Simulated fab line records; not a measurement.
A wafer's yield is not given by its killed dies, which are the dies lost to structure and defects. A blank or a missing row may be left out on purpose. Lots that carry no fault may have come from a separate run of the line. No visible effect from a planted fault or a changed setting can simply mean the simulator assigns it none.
The tool behind it: which one? :: flow sky130 :: Sampling: 24 lots, 72 wafers, 5 of 708 route steps

WHAT THE GAUGES READ, wafer by wafer
SKY_GATE_OXIDE_TW_MEAS_14. Usual: GATE_OXIDE_TW gives 223.0 (standard deviation 2).
lot: L074
measured: day 13 17:10
on: film_metro-02
GATE_OXIDE_TW: 222.6 224.1 223.5
flag: 

lot: L075
measured: day 14 03:52
on: film_metro-01
GATE_OXIDE_TW: 222.0 222.9 222.2
flag: 

lot: L076
measured: day 14 15:42
on: film_metro-02
GATE_OXIDE_TW: 225.4 225.0 225.6
flag: 

lot: L077
measured: day 14 20:14
on: film_metro-02
GATE_OXIDE_TW: 225.9 226.4 225.9
flag: 

lot: L078
measured: day 15 02:25
on: film_metro-04
GATE_OXIDE_TW: 218.2 219.5 219.5
flag: 

lot: L079
measured: day 15 13:10
on: film_metro-02
GATE_OXIDE_TW: 224.8 225.5 225.4
flag: 

lot: L080
measured: day 15 22:52
on: film_metro-01
GATE_OXIDE_TW: 222.8 222.3 221.9
flag: 

lot: L081
measured: day 16 02:58
on: film_metro-04
GATE_OXIDE_TW: 221.9 221.1 221.6
flag: 

lot: L082
measured: day 16 10:59
on: film_metro-02
GATE_OXIDE_TW: 223.6 224.9 224.8
flag: 

lot: L083
measured: day 16 19:25
on: film_metro-02
GATE_OXIDE_TW: 225.3 223.8 223.9
flag: 

lot: L084
measured: day 17 04:31
on: film_metro-04
GATE_OXIDE_TW: 221.4 220.0 222.6
flag: 

lot: L085
measured: day 17 11:10
on: film_metro-04
GATE_OXIDE_TW: 220.6 221.4 221.5
flag: 

lot: L086
measured: day 17 19:46
on: film_metro-04
GATE_OXIDE_TW: 220.4 221.3 221.5
flag: 

lot: L087
measured: day 18 04:51
on: film_metro-02
GATE_OXIDE_TW: 223.8 223.1 224.2
flag: 

lot: L088
measured: day 18 15:41
on: film_metro-02
GATE_OXIDE_TW: 222.6 222.6 223.4
flag: 

lot: L089
measured: day 18 22:55
on: film_metro-04
GATE_OXIDE_TW: 219.5 218.3 219.8
flag: 

lot: L090
measured: day 19 23:29
on: film_metro-01
GATE_OXIDE_TW: 226.0 224.5 224.3
flag: 

lot: L091
measured: day 20 04:56
on: film_metro-04
GATE_OXIDE_TW: 220.8 221.7 221.7
flag: 

lot: L092
measured: day 20 11:45
on: film_metro-02
GATE_OXIDE_TW: 222.8 225.2 224.4
flag: 

lot: L093
measured: day 21 00:49
on: film_metro-01
GATE_OXIDE_TW: 225.0 225.3 223.7
flag: 

lot: L095
measured: day 21 05:19
on: film_metro-02
GATE_OXIDE_TW: 225.6 224.7 225.8
flag: 

lot: L094
measured: day 21 01:26
on: film_metro-04
GATE_OXIDE_TW: 219.5 220.5 219.2
flag: 

lot: L096
measured: day 21 12:11
on: film_metro-01
GATE_OXIDE_TW: 224.0 224.0 225.6
flag: 

lot: L097
measured: day 22 00:56
on: film_metro-01
GATE_OXIDE_TW: 224.0 223.1 223.4
flag: 

SKY_LDD_N_OVL_MEAS_07. Usual: LDD_N_OVL gives 0.9 nm (standard deviation 1.5).
lot: L074
measured: day 17 11:35
on: overlay-02
LDD_N_OVL (nm): -1.2 -2.5 -1.4
flag: 

lot: L075
measured: day 18 00:59
on: overlay-02
LDD_N_OVL (nm): -2.1 -1.7 -1.9
flag: 

lot: L076
measured: day 18 16:45
on: overlay-02
LDD_N_OVL (nm): 2.2 1.7 3.6
flag: 

lot: L077
measured: day 18 18:18
on: overlay-02
LDD_N_OVL (nm): 1.6 1.4 1.3
flag: 

lot: L078
measured: day 19 18:20
on: overlay-01
LDD_N_OVL (nm): 0.4 -0.5 0.0
flag: 

lot: L079
measured: day 19 19:15
on: overlay-01
LDD_N_OVL (nm): 1.2 0.3 1.8
flag: 

lot: L080
measured: day 20 02:35
on: overlay-01
LDD_N_OVL (nm): -1.4 -0.6 1.0
flag: 

lot: L081
measured: day 20 05:20
on: overlay-01
LDD_N_OVL (nm): -1.3 -2.1 -1.7
flag: 

lot: L082
measured: day 20 14:23
on: overlay-02
LDD_N_OVL (nm): 0.0 1.8 0.0
flag: 

lot: L083
measured: day 20 21:03
on: overlay-01
LDD_N_OVL (nm): 0.1 0.9 1.0
flag: 

lot: L084
measured: day 21 05:36
on: overlay-02
LDD_N_OVL (nm): 3.0 4.4 3.2
flag: 

lot: L085
measured: day 21 13:53
on: overlay-02
LDD_N_OVL (nm): 2.3 4.2 0.8
flag: 

lot: L086
measured: day 21 22:47
on: overlay-01
LDD_N_OVL (nm): -1.6 -1.6 -2.6
flag: 

lot: L087
measured: day 22 06:59
on: overlay-02
LDD_N_OVL (nm): 3.1 3.5 3.1
flag: 

lot: L088
measured: day 22 17:04
on: overlay-02
LDD_N_OVL (nm): 0.2 0.7 0.0
flag: 

lot: L089
measured: day 23 00:33
on: overlay-02
LDD_N_OVL (nm): 0.2 2.0 0.2
flag: 

lot: L090
measured: day 24 01:56
on: overlay-01
LDD_N_OVL (nm): 1.0 0.2 1.4
flag: 

lot: L091
measured: day 24 20:11
on: overlay-02
LDD_N_OVL (nm): 3.0 0.7 2.2
flag: 

lot: L092
measured: day 24 19:09
on: overlay-01
LDD_N_OVL (nm): 2.2 -0.5 1.8
flag: 

lot: L093
measured: day 25 00:53
on: overlay-02
LDD_N_OVL (nm): 1.7 0.8 1.0
flag: 

lot: L095
measured: day 25 06:39
on: overlay-02
LDD_N_OVL (nm): 0.8 0.6 2.4
flag: 

lot: L094
measured: day 25 01:50
on: overlay-02
LDD_N_OVL (nm): 4.2 2.7 2.0
flag: 

lot: L096
measured: day 25 11:02
on: overlay-02
LDD_N_OVL (nm): 2.3 1.4 1.7
flag: 

lot: L097
measured: day 26 00:08
on: overlay-01
LDD_N_OVL (nm): 0.7 -0.4 -0.2
flag: 

SKY_CONTACT_THK_MEAS_03. Usual: CONTACT_HDPCVD_THK gives 562 nm (standard deviation 6.4).
lot: L074
measured: day 30 06:00
on: film_metro-01
CONTACT_HDPCVD_THK (nm): 565 559 567
flag: 

lot: L075
measured: day 30 14:50
on: film_metro-03
CONTACT_HDPCVD_THK (nm): 570 569 560
flag: 

lot: L076
measured: day 31 07:06
on: film_metro-04
CONTACT_HDPCVD_THK (nm): 556 561 559
flag: 

lot: L077
measured: day 31 11:22
on: film_metro-04
CONTACT_HDPCVD_THK (nm): 552 563 555
flag: 

lot: L078
measured: day 32 05:22
on: film_metro-01
CONTACT_HDPCVD_THK (nm): 562 559 561
flag: 

lot: L079
measured: day 32 06:55
on: film_metro-01
CONTACT_HDPCVD_THK (nm): 569 569 563
flag: 

lot: L080
measured: day 32 15:07
on: film_metro-03
CONTACT_HDPCVD_THK (nm): 551 558 554
flag: 

lot: L081
measured: day 32 16:28
on: film_metro-04
CONTACT_HDPCVD_THK (nm): 555 562 563
flag: 

lot: L082
measured: day 33 00:09
on: film_metro-03
CONTACT_HDPCVD_THK (nm): 568 571 566
flag: 

lot: L083
measured: day 33 05:33
on: film_metro-01
CONTACT_HDPCVD_THK (nm): 563 559 555
flag: 

lot: L084
measured: day 33 11:49
on: film_metro-03
CONTACT_HDPCVD_THK (nm): 573 560 567
flag: 

lot: L085
measured: day 33 22:43
on: film_metro-03
CONTACT_HDPCVD_THK (nm): 568 555 563
flag: 

lot: L086
measured: day 34 03:59
on: film_metro-01
CONTACT_HDPCVD_THK (nm): 567 560 571
flag: 

lot: L087
measured: day 34 10:26
on: film_metro-03
CONTACT_HDPCVD_THK (nm): 565 554 566
flag: 

lot: L088
measured: day 34 20:40
on: film_metro-03
CONTACT_HDPCVD_THK (nm): 565 553 571
flag: 

lot: L089
measured: day 35 02:29
on: film_metro-01
CONTACT_HDPCVD_THK (nm): 563 551 551
flag: 

lot: L090
measured: day 36 01:25
on: film_metro-03
CONTACT_HDPCVD_THK (nm): 553 569 571
flag: 

lot: L091
measured: day 36 16:27
on: film_metro-01
CONTACT_HDPCVD_THK (nm): 568 555 574
flag: 

lot: L092
measured: day 36 14:01
on: film_metro-03
CONTACT_HDPCVD_THK (nm): 565 571 568
flag: 

lot: L093
measured: day 36 21:59
on: film_metro-01
CONTACT_HDPCVD_THK (nm): 563 559 562
flag: 

lot: L095
measured: day 37 01:53
on: film_metro-03
CONTACT_HDPCVD_THK (nm): 565 561 568
flag: 

lot: L094
measured: day 36 19:58
on: film_metro-03
CONTACT_HDPCVD_THK (nm): 563 563 562
flag: 

lot: L096
measured: day 37 06:48
on: film_metro-01
CONTACT_HDPCVD_THK (nm): 554 566 552
flag: 

lot: L097
measured: day 37 18:37
on: film_metro-03
CONTACT_HDPCVD_THK (nm): 561 564 560
flag: 

EACH LOT AND THE TOOL THAT RAN IT (in order: tool; ch and the chambers of the sampled wafers; start)
lot: L074
SKY_FIELD_ISO_CMP_27: cmp-02 ch 0,1,3, day 2 09:23
SKY_POLY_CUT_ETCH_11: rie_diel-03 ch 0,1,3, day 24 00:40

lot: L075
SKY_FIELD_ISO_CMP_27: cmp-01 ch 1,3, day 2 16:10
SKY_POLY_CUT_ETCH_11: rie_diel-03 ch 2,3, day 24 11:31

lot: L076
SKY_FIELD_ISO_CMP_27: cmp-02 ch 0,1,3, day 2 21:56
SKY_POLY_CUT_ETCH_11: rie_diel-01 ch 2,3, day 25 03:32

lot: L077
SKY_FIELD_ISO_CMP_27: cmp-01 ch 0,1,3, day 3 00:57
SKY_POLY_CUT_ETCH_11: rie_diel-01 ch 0,1,3, day 25 07:01

lot: L078
SKY_FIELD_ISO_CMP_27: cmp-01 ch 0,2,3, day 3 06:25
SKY_POLY_CUT_ETCH_11: rie_diel-03 ch 0,2,3, day 26 03:31

lot: L079
SKY_FIELD_ISO_CMP_27: cmp-02 ch 1,2,3, day 3 13:27
SKY_POLY_CUT_ETCH_11: rie_diel-01 ch 0,1,3, day 26 04:52

lot: L080
SKY_FIELD_ISO_CMP_27: cmp-01 ch 1,2, day 3 20:31
SKY_POLY_CUT_ETCH_11: rie_diel-01 ch 1,3, day 26 12:35

lot: L081
SKY_FIELD_ISO_CMP_27: cmp-01 ch 0,1,2, day 3 21:55
SKY_POLY_CUT_ETCH_11: rie_diel-03 ch 0,2,3, day 26 14:37

lot: L082
SKY_FIELD_ISO_CMP_27: cmp-01 ch 0,1,2, day 4 03:21
SKY_POLY_CUT_ETCH_11: rie_diel-01 ch 0,3, day 26 23:34

lot: L083
SKY_FIELD_ISO_CMP_27: cmp-01 ch 1,3, day 4 07:40
SKY_POLY_CUT_ETCH_11: rie_diel-01 ch 0,2, day 27 05:38

lot: L084
SKY_FIELD_ISO_CMP_27: cmp-02 ch 0,1,3, day 4 13:39
SKY_POLY_CUT_ETCH_11: rie_diel-01 ch 0,1,3, day 27 12:41

lot: L085
SKY_FIELD_ISO_CMP_27: cmp-02 ch 1,2, day 4 17:49
SKY_POLY_CUT_ETCH_11: rie_diel-01 ch 1,2,3, day 27 23:19

lot: L086
SKY_FIELD_ISO_CMP_27: cmp-01 ch 2,3, day 4 23:24
SKY_POLY_CUT_ETCH_11: rie_diel-01 ch 0,1,3, day 28 05:58

lot: L087
SKY_FIELD_ISO_CMP_27: cmp-02 ch 1,3, day 5 04:48
SKY_POLY_CUT_ETCH_11: rie_diel-03 ch 0,1, day 28 12:49

lot: L088
SKY_FIELD_ISO_CMP_27: cmp-01 ch 0,2,3, day 5 09:16
SKY_POLY_CUT_ETCH_11: rie_diel-04 ch 1,2,3, day 29 01:11

lot: L089
SKY_FIELD_ISO_CMP_27: cmp-02 ch 0,1,2, day 5 15:28
SKY_POLY_CUT_ETCH_11: rie_diel-03 ch 1,2,3, day 29 05:32

lot: L090
SKY_FIELD_ISO_CMP_27: cmp-02 ch 0,2,3, day 5 20:47
SKY_POLY_CUT_ETCH_11: rie_diel-04 ch 0,1,2, day 30 06:28

lot: L091
SKY_FIELD_ISO_CMP_27: cmp-01 ch 0,1,3, day 6 05:52
SKY_POLY_CUT_ETCH_11: rie_diel-01 ch 0,3, day 30 23:34

lot: L092
SKY_FIELD_ISO_CMP_27: cmp-02 ch 0,1,2, day 6 11:39
SKY_POLY_CUT_ETCH_11: rie_diel-01 ch 0,1,3, day 30 21:50

lot: L093
SKY_FIELD_ISO_CMP_27: cmp-02 ch 1,2, day 6 18:06
SKY_POLY_CUT_ETCH_11: rie_diel-04 ch 2,3, day 31 03:47

lot: L095
SKY_FIELD_ISO_CMP_27: cmp-01 ch 0,1,3, day 6 23:40
SKY_POLY_CUT_ETCH_11: rie_diel-03 ch 0,1,2, day 31 10:14

lot: L094
SKY_FIELD_ISO_CMP_27: cmp-02 ch 0,1,2, day 6 23:46
SKY_POLY_CUT_ETCH_11: rie_diel-03 ch 0,1,3, day 31 03:33

lot: L096
SKY_FIELD_ISO_CMP_27: cmp-01 ch 0,1, day 7 05:19
SKY_POLY_CUT_ETCH_11: rie_diel-01 ch 1,3, day 31 14:43

lot: L097
SKY_FIELD_ISO_CMP_27: cmp-01 ch 0,2,3, day 7 11:57
SKY_POLY_CUT_ETCH_11: rie_diel-01 ch 0,1,2, day 32 03:08
- SKY_FIELD_ISO_CMP_27: polishes, stops on Si3N4, t overpolish 16 s, target thk 457.8 nm.
- SKY_POLY_CUT_ETCH_11: etches Si3N4 in CF4/CH2F2/Ar, stops on poly-Si, time 42.5 s, target depth 60 nm.

AS READ BY THE TOOLS THEMSELVES (means over the sampled wafers that have a number; for cases with no such wafer, the mark the record gives instead)
SKY_FIELD_ISO_CMP_27. Usual: head_pressure_psi 3.999 psi, standard deviation 0.01; motor_current_A 11.6 A, standard deviation 0.9; overpolish_run_s 16.000 s, standard deviation 0.0088; time_to_endpoint_s 116 s, standard deviation 4.4.
lot: L074
tool: cmp-02
head_pressure_psi (psi): 4.002
motor_current_A (A): 11.9
overpolish_run_s (s): 16.004
time_to_endpoint_s (s): 114
flag: 

lot: L075
tool: cmp-01
head_pressure_psi (psi): 3.988
motor_current_A (A): 12.5
overpolish_run_s (s): 16.006
time_to_endpoint_s (s): 115
flag: 

lot: L076
tool: cmp-02
head_pressure_psi (psi): 3.994
motor_current_A (A): 11.9
overpolish_run_s (s): 16.005
time_to_endpoint_s (s): 113
flag: 

lot: L077
tool: cmp-01
head_pressure_psi (psi): 3.996
motor_current_A (A): 11.9
overpolish_run_s (s): 16.007
time_to_endpoint_s (s): 112
flag: 

lot: L078
tool: cmp-01
head_pressure_psi (psi): 4.003
motor_current_A (A): 11.2
overpolish_run_s (s): 16.004
time_to_endpoint_s (s): 115
flag: 

lot: L079
tool: cmp-02
head_pressure_psi (psi): 3.998
motor_current_A (A): 12.1
overpolish_run_s (s): 16.003
time_to_endpoint_s (s): 119
flag: 

lot: L080
tool: cmp-01
head_pressure_psi (psi): 4.009
motor_current_A (A): 12.0
overpolish_run_s (s): 16.005
time_to_endpoint_s (s): 115
flag: 

lot: L081
tool: cmp-01
head_pressure_psi (psi): 4.011
motor_current_A (A): 12.1
overpolish_run_s (s): 15.989
time_to_endpoint_s (s): 114
flag: 

lot: L082
tool: cmp-01
head_pressure_psi (psi): 3.998
motor_current_A (A): 11.8
overpolish_run_s (s): 15.998
time_to_endpoint_s (s): 114
flag: 

lot: L083
tool: cmp-01
head_pressure_psi (psi): 4.016
motor_current_A (A): 12.7
overpolish_run_s (s): 16.007
time_to_endpoint_s (s): 117
flag: 

lot: L084
tool: cmp-02
head_pressure_psi (psi): 3.991
motor_current_A (A): 11.5
overpolish_run_s (s): 15.998
time_to_endpoint_s (s): 116
flag: 

lot: L085
tool: cmp-02
head_pressure_psi (psi): 4.006
motor_current_A (A): 11.5
overpolish_run_s (s): 15.997
time_to_endpoint_s (s): 120
flag: 

lot: L086
tool: cmp-01
head_pressure_psi (psi): 3.991
motor_current_A (A): 10.7
overpolish_run_s (s): 15.993
time_to_endpoint_s (s): 122
flag: 

lot: L087
tool: cmp-02
head_pressure_psi (psi): 3.997
motor_current_A (A): 11.6
overpolish_run_s (s): 15.994
time_to_endpoint_s (s): 118
flag: 

lot: L088
tool: cmp-01
head_pressure_psi (psi): 3.998
motor_current_A (A): 10.8
overpolish_run_s (s): 15.997
time_to_endpoint_s (s): 118
flag: 

lot: L089
tool: cmp-02
head_pressure_psi (psi): 3.990
motor_current_A (A): 11.2
overpolish_run_s (s): 16.005
time_to_endpoint_s (s): 119
flag: 

lot: L090
tool: cmp-02
head_pressure_psi (psi): 3.993
motor_current_A (A): 11.6
overpolish_run_s (s): 15.999
time_to_endpoint_s (s): 117
flag: 

lot: L091
tool: cmp-01
head_pressure_psi (psi): 4.010
motor_current_A (A): 11.7
overpolish_run_s (s): 16.003
time_to_endpoint_s (s): 116
flag: 

lot: L092
tool: cmp-02
head_pressure_psi (psi): 4.005
motor_current_A (A): 11.3
overpolish_run_s (s): 16.002
time_to_endpoint_s (s): 118
flag: 

lot: L093
tool: cmp-02
head_pressure_psi (psi): 4.000
motor_current_A (A): 11.7
overpolish_run_s (s): 15.998
time_to_endpoint_s (s): 121
flag: 

lot: L095
tool: cmp-01
head_pressure_psi (psi): 4.004
motor_current_A (A): 11.8
overpolish_run_s (s): 15.990
time_to_endpoint_s (s): 114
flag: 

lot: L094
tool: cmp-02
head_pressure_psi (psi): 4.000
motor_current_A (A): 11.3
overpolish_run_s (s): 16.002
time_to_endpoint_s (s): 118
flag: 

lot: L096
tool: cmp-01
head_pressure_psi (psi): 4.011
motor_current_A (A): 12.9
overpolish_run_s (s): 16.007
time_to_endpoint_s (s): 115
flag: 

lot: L097
tool: cmp-01
head_pressure_psi (psi): 4.000
motor_current_A (A): 11.1
overpolish_run_s (s): 15.993
time_to_endpoint_s (s): 113
flag: 

SKY_POLY_CUT_ETCH_11. Usual: drypump_motor_current_A 5.8 A, standard deviation 0.56; oes_product_au 0.829 a.u., standard deviation 0.007; throttle_valve_pct 14.995 %, standard deviation 0.0081.
lot: L074
tool: rie_diel-03
drypump_motor_current_A (A): 5.9
oes_product_au (a.u.): 0.829
throttle_valve_pct (%): 14.998
flag: 

lot: L075
tool: rie_diel-03
drypump_motor_current_A (A): 6.3
oes_product_au (a.u.): 0.835
throttle_valve_pct (%): 14.989
flag: 

lot: L076
tool: rie_diel-01
drypump_motor_current_A (A): 5.8
oes_product_au (a.u.): 0.822
throttle_valve_pct (%): 14.996
flag: 

lot: L077
tool: rie_diel-01
drypump_motor_current_A (A): 5.9
oes_product_au (a.u.): 0.829
throttle_valve_pct (%): 15.001
flag: 

lot: L078
tool: rie_diel-03
drypump_motor_current_A (A): 6.2
oes_product_au (a.u.): 0.827
throttle_valve_pct (%): 14.988
flag: 

lot: L079
tool: rie_diel-01
drypump_motor_current_A (A): 5.9
oes_product_au (a.u.): 0.826
throttle_valve_pct (%): 14.992
flag: 

lot: L080
tool: rie_diel-01
drypump_motor_current_A (A): 5.7
oes_product_au (a.u.): 0.827
throttle_valve_pct (%): 15.001
flag: 

lot: L081
tool: rie_diel-03
drypump_motor_current_A (A): 6.2
oes_product_au (a.u.): 0.821
throttle_valve_pct (%): 14.994
flag: 

lot: L082
tool: rie_diel-01
drypump_motor_current_A (A): 6.1
oes_product_au (a.u.): 0.823
throttle_valve_pct (%): 14.996
flag: 

lot: L083
tool: rie_diel-01
drypump_motor_current_A (A): 5.6
oes_product_au (a.u.): 0.833
throttle_valve_pct (%): 15.000
flag: 

lot: L084
tool: rie_diel-01
drypump_motor_current_A (A): 5.9
oes_product_au (a.u.): 0.827
throttle_valve_pct (%): 14.995
flag: 

lot: L085
tool: rie_diel-01
drypump_motor_current_A (A): 5.7
oes_product_au (a.u.): 0.824
throttle_valve_pct (%): 14.999
flag: 

lot: L086
tool: rie_diel-01
drypump_motor_current_A (A): 5.9
oes_product_au (a.u.): 0.831
throttle_valve_pct (%): 14.997
flag: 

lot: L087
tool: rie_diel-03
drypump_motor_current_A (A): 5.8
oes_product_au (a.u.): 0.840
throttle_valve_pct (%): 14.998
flag: 

lot: L088
tool: rie_diel-04
drypump_motor_current_A (A): 5.4
oes_product_au (a.u.): 0.832
throttle_valve_pct (%): 14.996
flag: 

lot: L089
tool: rie_diel-03
drypump_motor_current_A (A): 5.8
oes_product_au (a.u.): 0.827
throttle_valve_pct (%): 14.994
flag: 

lot: L090
tool: rie_diel-04
drypump_motor_current_A (A): 5.5
oes_product_au (a.u.): 0.821
throttle_valve_pct (%): 14.991
flag: 

lot: L091
tool: rie_diel-01
drypump_motor_current_A (A): 6.1
oes_product_au (a.u.): 0.835
throttle_valve_pct (%): 15.002
flag: 

lot: L092
tool: rie_diel-01
drypump_motor_current_A (A): 5.9
oes_product_au (a.u.): 0.814
throttle_valve_pct (%): 15.001
flag: 

lot: L093
tool: rie_diel-04
drypump_motor_current_A (A): 5.4
oes_product_au (a.u.): 0.831
throttle_valve_pct (%): 15.001
flag: 

lot: L095
tool: rie_diel-03
drypump_motor_current_A (A): 5.6
oes_product_au (a.u.): 0.833
throttle_valve_pct (%): 15.000
flag: 

lot: L094
tool: rie_diel-03
drypump_motor_current_A (A): 5.9
oes_product_au (a.u.): 0.835
throttle_valve_pct (%): 14.993
flag: 

lot: L096
tool: rie_diel-01
drypump_motor_current_A (A): 5.7
oes_product_au (a.u.): 0.834
throttle_valve_pct (%): 14.996
flag: 

lot: L097
tool: rie_diel-01
drypump_motor_current_A (A): 5.5
oes_product_au (a.u.): 0.830
throttle_valve_pct (%): 14.998
flag: 

THE ANSWER, worked out from the rows above alone
Rule: a lot is off if the mean of its wafers that have a number lies more than 3 standard deviations from the usual mean. A lot without any number at a reading at which 4 lots or more have one is off too. Where the step has rows for the other lots, those lots are counted as sound. Order of review: gauges by route order, followed by the tools' own readings, for which a lot's mean as printed above is used. At the first step where some lot is off, the reading lying furthest off is the one used; lots without a number count as furthest.
No lot is off on any of the readings shown, so nothing can be concluded from this.

WHAT THE SIMULATOR PUT IN
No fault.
